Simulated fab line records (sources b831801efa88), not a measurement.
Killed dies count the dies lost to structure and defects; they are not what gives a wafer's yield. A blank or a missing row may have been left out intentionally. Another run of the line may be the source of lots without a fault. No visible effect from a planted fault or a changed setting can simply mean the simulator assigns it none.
A struck lot beside a sound one	flow sky130	32 steps out of a route of 708
Sound: these wafers, L543.2, L543.4, L543.5. Wafers L555.1, L555.2, L555.3 were the ones struck. The cause comes at the end.
Per side, at each step with rows, come the tool, then ch with its chambers, and then its first start. Under that, the readings that differ: sound wafers	struck wafers	difference of the means	sigmas: that difference in standard deviations of wafers without a fault.
alike: readings whose means differ by less than 2 such deviations, and words and numbers that are the same on both sides. not compared: withheld readings, readings that some wafer has no value for, bounds like >300 that may hide the same value, and numbers for which the record gives no deviation and whose values overlap.
Wherever a step has rows on one side only, a row that says differs or no value, or a row with sigmas, the two part there. Numbers that don't overlap but have no deviation are shown without sigmas and don't part them. A reading that every wafer of one side lacks parts them only if that side has two wafers or more.

SKY_PWDE_OVL_MEAS_07:
  sound: overlay-02 at day 4 23:59; struck: overlay-02 at day 8 01:21
  alike: PWDE_OVL
after that, 1 step had no rows for these wafers: SKY_PWDE_IMPLANT_08.
SKY_PWDE_STRIP_09: strips in O2/N2.
  sound on plasma asher-02 ch 0,1, day 5 00:10; struck on plasma asher-02 ch 0,1, day 8 01:32
  alike: chamber pressure mTorr, drypump motor current A, oes product au, strip time to endpoint s
  not compared: rf hours counter h
SKY_PWDE_TW_MEAS_10:
  sound: film metro-03 at day 5 00:17; struck: film metro-04 at day 8 01:38
  alike: PWDE_TW
then, 7 steps without rows for these wafers: SKY_NWELL_DEHYDRATE_03 (time 60 s); SKY_NWELL_HMDS_04 (prime time 60 s); SKY_NWELL_COAT_05 (resist thk 3000 nm); SKY_NWELL_SOFTBAKE_06; SKY_NWELL_EXPOSE_07 (exposes mask NWM, target cd 840 nm); SKY_NWELL_PEB_08; SKY_NWELL_DEVELOP_09 (develop time 60 s).
SKY_NWELL_OVL_MEAS_10:
  sound: overlay-01 at day 5 17:59; struck: overlay-01 at day 8 22:50
  alike: NWELL_00_OVL
SKY_NWELL_IMPLANT_11:
  sound on implanter-02 ch 0, day 5 18:02; struck on implanter-04 ch 0, day 8 22:52
reading	sound	struck	difference	sigmas
dose ions cm2	1.8994e+13 1.9005e+13 1.8996e+13	1.7847e+13 1.7868e+13 1.7841e+13	-1.1463e+12	-52
faraday current uA	105.1 105.1 109.4	100.7 99.9 99.8	-6.4	-3
then, 2 steps without rows for these wafers: SKY_NWELL_IMPLANT_12; SKY_NWELL_IMPLANT_13.
SKY_NWELL_STRIP_14: strips in O2/N2.
  sound on plasma asher-03 ch 0,1, day 5 18:28; struck on plasma asher-01 ch 0,1, day 9 02:10
  alike: chamber pressure mTorr, drypump motor current A, oes product au, strip time to endpoint s
  not compared: rf hours counter h
SKY_NWELL_TW_MEAS_15:
  sound: film metro-03 at day 5 18:34; struck: film metro-03 at day 9 02:16
  alike: NWELL_TW
then, 7 steps without rows for these wafers: SKY_NWELL_DEHYDRATE_16 (time 60 s); SKY_NWELL_HMDS_17 (prime time 60 s); SKY_NWELL_COAT_18 (resist thk 3000 nm); SKY_NWELL_SOFTBAKE_19; SKY_NWELL_EXPOSE_20 (exposes mask NWM COMPLEMENT, target cd 840 nm); SKY_NWELL_PEB_21; SKY_NWELL_DEVELOP_22 (develop time 60 s).
SKY_NWELL_OVL_MEAS_23:
  sound: overlay-01 at day 6 13:44; struck: overlay-02 at day 10 00:01
  alike: NWELL_01_OVL
after that, 1 step had no rows for these wafers: SKY_NWELL_IMPLANT_24.
SKY_NWELL_STRIP_25: strips in O2/N2.
  sound on plasma asher-03 ch 0,1, day 6 13:55; struck on plasma asher-01 ch 0,1, day 10 00:13
  alike: chamber pressure mTorr, drypump motor current A, oes product au, strip time to endpoint s
  not compared: rf hours counter h
SKY_NWELL_TW_MEAS_26:
  sound: film metro-04 at day 6 14:01; struck: film metro-02 at day 10 00:19
reading	sound	struck	difference	sigmas
NWELL_2_TW	499 498 497	487 488 487	-11	-2
then, 1 step without rows for these wafers: SKY_NWELL_CLEAN_27 (cleans in SC1/SC2, time 150 s).
SKY_NWELL_RTA_28: time 30 s.
  sound on rtp anneal-02 ch 0, day 6 14:08; struck on rtp anneal-02 ch 0, day 10 00:26
  alike: lamp power pct, wafer_temp_C_max
SKY_NWELL_RS_MEAS_29: a four-point-probe measurement.
  sound: film metro-03 at day 6 14:14; struck: film metro-02 at day 10 00:32
reading	sound	struck	difference	sigmas
NWELL_RS (ohm/sq)	626.7 625.7 625.8	641.5 643.3 643.0	+16.5	+10
-- the record jumps here: 40 days lie between the struck wafers' starts before and after (it left off in module NWELL and takes up again in module PAD_OPEN, whose first step shown is number 708 of the route) --
SKY_PAD_OPEN_PROBE_99:
  sound: prober-02 at day 47 00:22; struck: prober-01 at day 50 02:36
reading	sound	struck	difference	sigmas
model.etest.res nwell.line ohm um	1078 1071 1072	1114 1146 1132	+57	
model.etest.res nwell.rs ohm sq	892.5 893.3 889.4	935.6 946.7 933.7	+46.9	
  alike: killed_at_M0_to_M3, killed_at_M4_up, killed at contacts, killed at front end, killed at other, killed dies, killed open, killed short
  not compared: model.etest.nfet_16v.r on ohm um

## WHERE THEY PART
Earliest at SKY_NWELL_IMPLANT_11; latest, in this record, at SKY_NWELL_RS_MEAS_29. Later steps at which nothing parts them and some readings are alike: SKY_PAD_OPEN_PROBE_99.

WHY: what had been put in by the simulator
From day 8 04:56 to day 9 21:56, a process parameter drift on implanter-04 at SKY_NWELL_IMPLANT_11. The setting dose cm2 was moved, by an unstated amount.
